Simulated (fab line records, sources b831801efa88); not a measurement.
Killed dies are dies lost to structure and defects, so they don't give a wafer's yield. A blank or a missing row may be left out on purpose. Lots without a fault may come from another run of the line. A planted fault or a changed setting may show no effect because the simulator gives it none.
Chamber matching | flow gf180mcu | GF_V3_CMP_04 on cmp-02: 4 sister chambers
The step polishes SiO2. 4 wafers are shown with their chamber, then 7 later ones without.

WAFERS WITH THEIR CHAMBER
wafer  | chamber | motor_current_A (A)
L843.3 | 3       | 11.8
L843.6 | 1       | 13.3
L844.2 | 0       | 12.1
L844.4 | 2       | 13.1

WAFERS WITHOUT THEIR CHAMBER
wafer  | motor_current_A (A)
L844.5 | 12.8
L848.1 | 11.9
L848.4 | 13.1
L848.5 | 12.4
L851.2 | 12.7
L851.4 | 11.6
L851.6 | 13.5

WHICH CHAMBER EACH WENT THROUGH
wafer  | from the rows above          | in truth
L844.5 | can't be placed: 2 or 1 or 0 | 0
L848.1 | can't be placed: 3 or 0      | 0
L848.4 | can't be placed: 2 or 1      | 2
L848.5 | can't be placed: 0 or 3 or 2 | 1
L851.2 | can't be placed: 2 or 0 or 1 | 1
L851.4 | can't be placed: 3 or 0      | 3
L851.6 | can't be placed: 1 or 2      | 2
Placed correctly: 0 of 7. Can't be placed from these rows: 7 (the true chamber is among the candidates in 6). Placed wrongly: 0.
How it was worked out, from the rows above alone: a wafer's distance from a chamber is the root of the sum, over the readings, of the square of ((its reading less the chamber's mean) divided by the reading's scatter). The wafer belongs to the nearest chamber; if the next one is less than 2 further off, it can't be placed. A chamber's mean is the mean of its shown wafers. The scatter: with one shown wafer a chamber, the root of the mean of the squares of how far each hidden wafer lies from its nearest shown one.
